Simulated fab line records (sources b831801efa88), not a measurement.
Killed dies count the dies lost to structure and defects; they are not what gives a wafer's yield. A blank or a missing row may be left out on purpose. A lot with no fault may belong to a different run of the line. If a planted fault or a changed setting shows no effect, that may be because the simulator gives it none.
fab line records	flow sky130
[record] lots = 6	wafers = 18	last_day = 49
route steps=708 shown VIA4@644 PAD_OPEN@708
lots untouched by any fault: they come from a run of this same line in which no faults occurred
start_h: start of the lot's first displayed wafer, in hours after the record's first day	wait_h: time in hours since the lot's previous step	" unchanged from the row above	L1.1+2: one row covering several wafers at once	- value missing, or start not given	* or withheld: withheld	< > ~ a bound
route shown NAME@n: NAME is a module with steps in the file, n the number in the route of the first one	usual: the fault-free wafers' mean and standard deviation	same: alike in all rows	chamber/n: place in a boat	sites: per-site readings	_std_site: how widely they spread, as a standard deviation	_edge_site: inner sites' mean taken away from outer sites' mean	radius_mm: for every site, how far away it sits from the centre of the wafer	mask NAME#n: copy n	behind: tool/chamber where the wafer was last shaped	hold: what put the lot on hold/how long, in hours/how the hold closed	device: names the non-switching transistor (n, p or np)	end of line: at the end of the route, the tests of the same wafers	for a step that has no rows: nothing shown but its recipe	killed: count of dies lost to structure and defects at first sort (not the wafer's yield)	map: a wafer's dies, x killed, . not, _ none there
set.NAME: the run value of the setting; set.NAME@STEP: its run value at that earlier step	model.NAME: the simulator's own value behind a step, which no gauge read
lots at selected steps of the route; one table per step, one row per wafer
services: a tool's chamber out of use, with start hour (start_h, from the record's first day; less than 0 if before it), hours out, and reason
[[steps]]
[step SKY_VIA4_HMDS_05]
[recipe] prime_time_s = 60	prime_temp_c = 120
[step SKY_VIA4_COAT_06]
[recipe] resist = NOVOLAK	spin_rpm = 3000	resist_thk_nm = 1140
[step SKY_VIA4_SOFTBAKE_07]
[recipe] temp_c = 90	time_s = 60	resist = NOVOLAK
[step SKY_VIA4_EXPOSE_08]
[recipe] mask_id = VIM4	na = 0.6	source_shape = conventional	sigma_outer = 0.6	polarization = unpolarized	target_cd_nm = 800	dose_mj = 132
[step SKY_VIA4_PEB_09]
[recipe] temp_c = withheld	time_s = *	resist = NOVOLAK
[step SKY_VIA4_DEVELOP_10]
[recipe] resist = NOVOLAK	developer = TMAH	develop_time_s = 60	dev_temp_c = 23
[step SKY_VIA4_OVL_MEAS_11]
[usual] VIA4_OVL = 0.9/1.6
lot.wafer	tool	chamber	start_h	wait_h	VIA4_OVL[nm]
L102.1	overlay-01	-	1042.75	0.1	2.1
L102.3	"	-	"	"	2.2
L102.4	"	-	"	"	1.1
L103.3	overlay-01	-	1043.71	0.1	3.2
L103.4	"	-	"	"	3.9
L103.5	"	-	"	"	3.7
L112.1	overlay-02	-	1086.92	0.1	2.3
L112.2	"	-	"	"	2.4
L112.3	"	-	"	"	5.7
L113.2	overlay-01	-	1088.92	0.1	2.3
L113.4	"	-	"	"	2.0
L113.6	"	-	"	"	3.8
L114.1	overlay-01	-	1092.45	0.1	1.1
L114.2	"	-	"	"	0.9
L114.5	"	-	"	"	2.6
L118.1	overlay-02	-	1130.97	0.1	-2.5
L118.3	"	-	"	"	-1.3
L118.4	"	-	"	"	-1.8
[step SKY_VIA4_ETCH_12]
[recipe] target = SiO2	chemistry = C4F8/O2/Ar	stop_on = TiN	mask_material = NOVOLAK	source_w = 1500	bias_w = 1200	pressure_mtorr = 40	c4f8_flow_sccm = withheld	O2_flow_sccm = 6	Ar_flow_sccm = 300	time_s = withheld	target_depth_a = 5800
[usual] oes_product_au = 0.926/0.0041	rf_fwd_power_W = 1492/4.9
lot.wafer	tool	chamber	start_h	wait_h	oes_product_au	rf_fwd_power_W
L102.1	rie_diel-02	3	1042.79	0.0	0.921	1483
L102.3	"	0	"	"	0.927	1483
L102.4	"	2	"	"	0.929	1492
L103.3	rie_diel-02	3	1043.74	0.0	0.928	1486
L103.4	"	1	"	"	0.925	1491
L103.5	"	3	"	"	0.920	1489
L112.1	rie_diel-04	1	1086.95	0.0	0.926	1488
L112.2	"	0	"	"	0.926	1504
L112.3	"	3	"	"	0.930	1502
L113.2	rie_diel-04	2	1088.95	0.0	0.928	1493
L113.4	"	0	"	"	0.924	1495
L113.6	"	1	"	"	0.926	1485
L114.1	rie_diel-03	1	1092.49	0.0	0.927	1494
L114.2	"	3	"	"	0.923	1497
L114.5	"	1	"	"	0.924	1496
L118.1	rie_diel-04	3	1131.00	0.0	0.925	1502
L118.3	"	2	"	"	0.929	1494
L118.4	"	0	"	"	0.935	1496
[step SKY_VIA4_STRIP_13]
[recipe] chemistry = O2/N2	power_w = 1400	pressure_mtorr = 1500	platen_temp_c = withheld	o2_flow_sccm = 3000	n2_flow_sccm = 300	overash_fraction = 0.5
[usual] drypump_motor_current_A = 5.8/0.59	oes_product_au = 0.710/0.005	strip_time_to_endpoint_s = 12.81/0.031
lot.wafer	tool	chamber	start_h	wait_h	drypump_motor_current_A	oes_product_au	rf_hours_counter_h	strip_time_to_endpoint_s
L102.1	plasma_asher-02	0	1042.86	-	5.7	0.714	62	12.82
L102.3	"	0	"	"	5.6	0.702	-	12.86
L102.4	"	1	"	"	5.7	0.705	-	12.87
L103.3	plasma_asher-02	0	1043.84	-	5.7	0.711	-	12.83
L103.4	"	1	"	"	5.7	0.709	-	12.77
L103.5	"	1	"	"	5.7	0.703	-	12.80
L112.1	plasma_asher-03	1	1087.03	-	5.8	0.703	34	12.78
L112.2	"	0	"	"	6.1	0.710	34	12.79
L112.3	"	1	"	"	5.8	0.712	-	12.81
L113.2	plasma_asher-04	1	1089.03	-	5.0	0.704	3	12.77
L113.4	"	0	"	"	6.7	0.707	-	12.78
L113.6	"	1	"	"	5.0	0.704	-	12.81
L114.1	plasma_asher-02	0	1092.56	-	5.7	0.716	68	12.83
L114.2	"	1	"	"	5.7	0.709	68	12.81
L114.5	"	1	"	"	5.7	0.713	-	12.82
L118.1	plasma_asher-04	0	1131.08	-	6.7	0.719	7	12.78
L118.3	"	1	"	"	5.0	0.704	-	12.80
L118.4	"	0	"	"	6.7	0.710	-	12.79
[step SKY_VIA4_STRIP_14]
[recipe] chemistry = post_etch_residue_remover	time_s = 1200	temp_c = 72.5
[step SKY_VIA4_CLEAN_15]
[recipe] chemistry = IPA	time_s = 180	temp_c = 25
[step SKY_VIA4_CLEAN_16]
[recipe] chemistry = O3/DIW	dry = n2_spin
[step SKY_VIA4_SPUTTER_17]
[recipe] material = TiN	target_thk_nm = 20	chamber_pressure_pa = 5	power_w = 4000	time_s = 80
[usual] throttle_valve_pct = 30.0/0.67
lot.wafer	tool	chamber	start_h	wait_h	throttle_valve_pct	model.TiN_of_VIA4_SPUTTER_17.thk_nm
L102.1	pvd_sputter-01	-	1043.45	0.0	30.4	20.03
L102.3	"	-	"	"	29.9	20.04
L102.4	"	-	"	"	30.8	19.82
L103.3	pvd_sputter-03	-	1044.42	0.0	30.7	19.8
L103.4	"	-	"	"	30.2	20.12
L103.5	"	-	"	"	27.9	20
L112.1	pvd_sputter-01	-	1087.62	0.0	29.8	31.41
L112.2	"	-	"	"	30.2	19.98
L112.3	"	-	"	"	30.8	19.88
L113.2	pvd_sputter-04	-	1089.62	0.0	29.8	19.87
L113.4	"	-	"	"	30.3	19.83
L113.6	"	-	"	"	29.4	20.09
L114.1	pvd_sputter-01	-	1093.89	0.0	30.6	30.9
L114.2	"	-	"	"	29.9	19.99
L114.5	"	-	"	"	30.7	19.83
L118.1	pvd_sputter-04	-	1131.76	0.0	29.6	20.41
L118.3	"	-	"	"	29.2	20.44
L118.4	"	-	"	"	29.9	19.9
[step SKY_VIA4_CVD_18]
[recipe] material = W	target_thk_nm = 505	time_s = 152.14	temp_c = 400	pressure_torr = 40
[usual] heater_power_w = 911/93
lot.wafer	tool	chamber	start_h	wait_h	heater_power_w
L102.1	cvd_w-02	1	1043.51	0.0	1045
L102.3	"	1	"	"	1018
L102.4	"	0	"	"	877
L103.3	cvd_w-01	0	1044.54	0.1	780
L103.4	"	1	"	"	854
L103.5	"	0	"	"	801
L112.1	cvd_w-01	0	1087.68	0.0	795
L112.2	"	1	"	"	868
L112.3	"	0	"	"	795
L113.2	cvd_w-01	1	1089.68	0.0	831
L113.4	"	1	"	"	880
L113.6	"	0	"	"	760
L114.1	cvd_w-01	0	1093.96	0.0	795
L114.2	"	1	"	"	871
L114.5	"	1	"	"	862
L118.1	cvd_w-02	0	1131.92	0.1	902
L118.3	"	0	"	"	874
L118.4	"	1	"	"	1073
[step SKY_PAD_OPEN_PROBE_99]
[usual] defect_limited_yield = 82.2/1.8	killed_at_M0_to_M3 = 42/6.1	killed_at_M4_up = 3.3/1.7	killed_at_contacts = 25/5.4	killed_at_front_end = 16/4.6	killed_at_other = 0.4/0.55	killed_dies = 87/8.8	killed_open = 47/7.1	killed_short = 40/5.8	sort_bin_3_pad_short = 0.9/0.45	sort_bin_5_function = 10.7/1.4	sort_bin_6_memory = 6.2/1.2	sort_n_pass = 405/8.8	sort_yield_pct = 82.2/1.8
[same] gross_dies = 492	killed_at_back_side = 0	sort_bin_4_leakage[%] = 0	sort_bin_8_speed[%] = 0
lot.wafer	tool	chamber	start_h	wait_h	defect_limited_yield[%]	killed_at_M0_to_M3	killed_at_M4_up	killed_at_contacts	killed_at_front_end	killed_at_other	killed_dies	killed_open	killed_short	sort_bin_3_pad_short[%]	sort_bin_5_function[%]	sort_bin_6_memory[%]	sort_n_pass	sort_yield_pct[%]
L102.1	prober-02	-	1110.62	0.1	81.9	45	3	22	19	0	89	52	37	0.4	9.3	8.3	403	81.9
L102.3	prober-02	-	1110.72	0.2	84.6	37	1	19	19	0	76	45	31	0.8	8.3	6.3	416	84.6
L102.4	prober-02	-	1110.77	0.2	80.7	50	6	23	16	0	95	60	35	1.0	11.6	6.7	397	80.7
L103.3	prober-02	-	1112.28	0.2	83.5	39	6	23	13	0	81	41	40	1.8	10.4	4.3	411	83.5
L103.4	prober-02	-	1112.33	0.2	83.5	37	2	22	20	0	81	49	32	1.4	8.3	6.7	411	83.5
L112.1	prober-02	-	1149.86	0.1	85.4	45	2	14	11	0	72	33	39	0.6	9.6	4.5	420	85.4
L112.2	prober-02	-	1149.91	0.1	82.5	40	4	23	19	0	86	44	42	1.6	8.7	7.1	406	82.5
L112.3	prober-02	-	1149.96	0.2	82.3	42	5	28	11	1	87	49	38	0.6	9.1	7.9	405	82.3
L113.2	prober-01	-	1152.99	0.1	80.3	51	4	28	14	0	97	50	47	0.8	11.6	7.3	395	80.3
L113.4	prober-01	-	1153.09	0.2	83.3	43	5	19	15	0	82	43	38	1.0	10.4	5.3	410	83.3
L113.6	prober-01	-	1153.19	0.2	83.3	44	4	17	17	0	82	42	38	0.8	9.8	6.1	410	83.3
L114.1	prober-01	-	1156.41	0.1	84.1	41	2	24	11	0	78	42	36	0.8	11.4	3.7	414	84.1
L114.2	prober-01	-	1156.46	0.1	81.1	37	6	34	16	0	93	53	40	0.8	10.8	7.3	399	81.1
L114.5	prober-01	-	1156.61	0.2	82.3	44	2	23	18	0	87	57	30	1.4	12.6	3.7	405	82.3
L118.1	prober-02	-	1186.87	0.1	79.5	41	6	31	23	0	101	50	50	1.0	12.8	6.7	391	79.5
L118.3	prober-02	-	1186.97	0.2	82.9	36	4	24	20	0	84	47	37	0.6	8.1	8.3	408	82.9
L118.4	prober-02	-	1187.02	0.2	80.5	41	3	29	23	0	96	53	43	0.4	11.4	7.7	396	80.5
// killed by level:class
L102.1 CONTACT:geometric_particle:open=12 VIA1:geometric_particle:open=9 VIA2:geometric_particle:open=9 VIA3:geometric_particle:open=9 FIELD_ISO:geometric_particle:short=6 POLY_GATE:geometric_particle:short=6 POLY_GATE:geometric_particle:open=5 VIA1:geometric_particle:short=5
L102.3 VIA1:geometric_particle:open=12 CONTACT:geometric_particle:open=8 VIA1:geometric_particle:short=7 CONTACT:geometric_particle:short=5 VIA2:geometric_particle:open=5 VIA3:geometric_particle:open=5 POLY_GATE:geometric_particle:short=4 LI_CONTACT:geometric_particle:open=4
L102.4 VIA1:geometric_particle:open=17 CONTACT:geometric_particle:open=8 LI_CONTACT:geometric_particle:open=8 VIA3:geometric_particle:open=6 POLY_GATE:geometric_particle:short=5 VIA1:geometric_particle:short=5 METAL1:geometric_particle:short=5 VIA2:geometric_particle:open=5
L103.3 VIA1:geometric_particle:open=10 VIA2:geometric_particle:open=9 CONTACT:geometric_particle:open=9 FIELD_ISO:geometric_particle:short=6 METAL4:geometric_particle:short=6 LI_CONTACT:geometric_particle:short=4 METAL2:geometric_particle:short=4 METAL3:geometric_particle:short=4
L103.4 VIA1:geometric_particle:open=12 POLY_GATE:geometric_particle:short=9 CONTACT:geometric_particle:open=8 VIA2:geometric_particle:open=8 LI_CONTACT:geometric_particle:open=6 LOCAL_INTERCONNECT:geometric_particle:short=6 VIA3:geometric_particle:open=6 POLY_GATE:geometric_particle:open=5
L112.1 METAL1:geometric_particle:short=8 METAL2:geometric_particle:short=8 CONTACT:geometric_particle:short=6 POLY_GATE:geometric_particle:open=5 CONTACT:geometric_particle:open=5 VIA2:geometric_particle:open=5 VIA1:geometric_particle:open=4 METAL2:geometric_particle:open=4
L112.2 CONTACT:geometric_particle:open=8 VIA2:geometric_particle:open=7 LOCAL_INTERCONNECT:geometric_particle:short=6 METAL2:geometric_particle:short=6 VIA1:geometric_particle:open=6 POLY_GATE:geometric_particle:open=5 METAL1:geometric_particle:short=5 FIELD_ISO:geometric_particle:open=4
L112.3 VIA3:geometric_particle:open=12 VIA1:geometric_particle:open=11 CONTACT:geometric_particle:open=7 LI_CONTACT:geometric_particle:short=6 LOCAL_INTERCONNECT:geometric_particle:short=6 FIELD_ISO:geometric_particle:short=5 CONTACT:geometric_particle:short=5 VIA2:geometric_particle:open=5
L113.2 CONTACT:geometric_particle:open=11 POLY_GATE:geometric_particle:short=8 LI_CONTACT:geometric_particle:open=8 METAL1:geometric_particle:short=8 METAL2:geometric_particle:short=8 VIA1:geometric_particle:open=8 VIA3:geometric_particle:open=7 VIA1:geometric_particle:short=6
L113.4 VIA1:geometric_particle:open=10 LI_CONTACT:geometric_particle:open=7 VIA3:geometric_particle:open=7 VIA2:geometric_particle:open=7 POLY_GATE:geometric_particle:short=5 CONTACT:geometric_particle:open=5 METAL1:geometric_particle:short=5 VIA1:geometric_particle:short=4
L113.6 VIA1:geometric_particle:open=9 VIA3:geometric_particle:open=6 METAL2:geometric_particle:short=5 VIA1:geometric_particle:short=5 LI_CONTACT:geometric_particle:open=4 POLY_GATE:geometric_particle:short=4 LOCAL_INTERCONNECT:geometric_particle:short=4 VIA2:geometric_particle:open=4
L114.1 CONTACT:geometric_particle:open=13 VIA1:geometric_particle:open=12 VIA1:geometric_particle:short=6 METAL2:geometric_particle:short=5 LI_CONTACT:geometric_particle:open=4 VIA2:geometric_particle:open=4 CONTACT:geometric_particle:short=4 METAL1:geometric_particle:short=4
L114.2 CONTACT:geometric_particle:open=12 LI_CONTACT:geometric_particle:open=9 CONTACT:geometric_particle:short=8 VIA1:geometric_particle:open=8 FIELD_ISO:geometric_particle:open=7 VIA1:geometric_particle:short=5 VIA3:geometric_particle:open=5 METAL4:geometric_particle:short=5
L114.5 VIA1:geometric_particle:open=11 CONTACT:geometric_particle:open=10 LI_CONTACT:geometric_particle:open=8 VIA3:geometric_particle:open=8 FIELD_ISO:geometric_particle:open=7 VIA2:geometric_particle:open=6 METAL2:geometric_particle:short=5 VIA1:geometric_particle:short=4
L118.1 CONTACT:geometric_particle:open=12 VIA1:geometric_particle:open=10 METAL2:geometric_particle:short=8 FIELD_ISO:geometric_particle:short=7 FIELD_ISO:geometric_particle:open=7 VIA1:geometric_particle:short=6 LI_CONTACT:geometric_particle:short=5 LI_CONTACT:geometric_particle:open=5
L118.3 VIA1:geometric_particle:open=11 LI_CONTACT:geometric_particle:open=8 FIELD_ISO:geometric_particle:short=7 VIA2:geometric_particle:open=6 METAL2:geometric_particle:short=5 LI_CONTACT:geometric_particle:short=4 CONTACT:geometric_particle:short=4 CONTACT:geometric_particle:open=4
L118.4 LI_CONTACT:geometric_particle:open=11 VIA1:geometric_particle:open=11 CONTACT:geometric_particle:open=8 FIELD_ISO:geometric_particle:open=7 VIA3:geometric_particle:open=7 FIELD_ISO:geometric_particle:short=6 POLY_GATE:geometric_particle:open=5 POLY_GATE:geometric_particle:short=5
[[services]]
tool	chamber	start_h	hours	kind
rie_diel-02	-	1019.62	0.9	repair
rie_diel-04	1	1020.80	5.2	repair
rie_diel-04	3	1023.52	9.2	repair
plasma_asher-04	-	1036.24	4.3	repair
rie_diel-04	-	1043.00	2.8	pm
pvd_sputter-01	-	1054.43	6.4	repair
plasma_asher-04	-	1055.25	9.0	pm
plasma_asher-04	0	1055.25	9.0	vent_cycle
plasma_asher-04	1	1055.25	9.0	vent_cycle
plasma_asher-04	0	1064.25	-	clean
plasma_asher-04	1	1064.25	-	clean
plasma_asher-02	-	1077.93	4.4	repair
rie_diel-03	2	1080.78	37.5	repair
pvd_sputter-04	-	1081.75	3.7	repair
pvd_sputter-03	-	1083.56	9.5	repair
plasma_asher-04	-	1086.36	1.0	repair
rie_diel-02	3	1108.49	7.8	repair
pvd_sputter-01	-	1111.07	5.3	repair
cvd_w-01	-	1120.12	14.6	pm
[[key]]
first_sign none at tools or gauges
[model_effect] step = SKY_VIA4_SPUTTER_17	value = TiN_of_VIA4_SPUTTER_17.thk_nm	without = 19.93	struck = 31.15
met_at SKY_VIA4_SPUTTER_17
struck_wafers L112.1,L114.1
onset_between 1043.45 1087.62
[fault] kind = process_parameter_drift	tool = pvd_sputter-01	chamber = -	onset_h = 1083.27	steps = SKY_VIA4_SPUTTER_17	channel = target_thk_nm	offset = 11.22	shape = step	end_h = 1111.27	scope = struck_wafers_only	acts_in = these_recipes_only	stated = 20
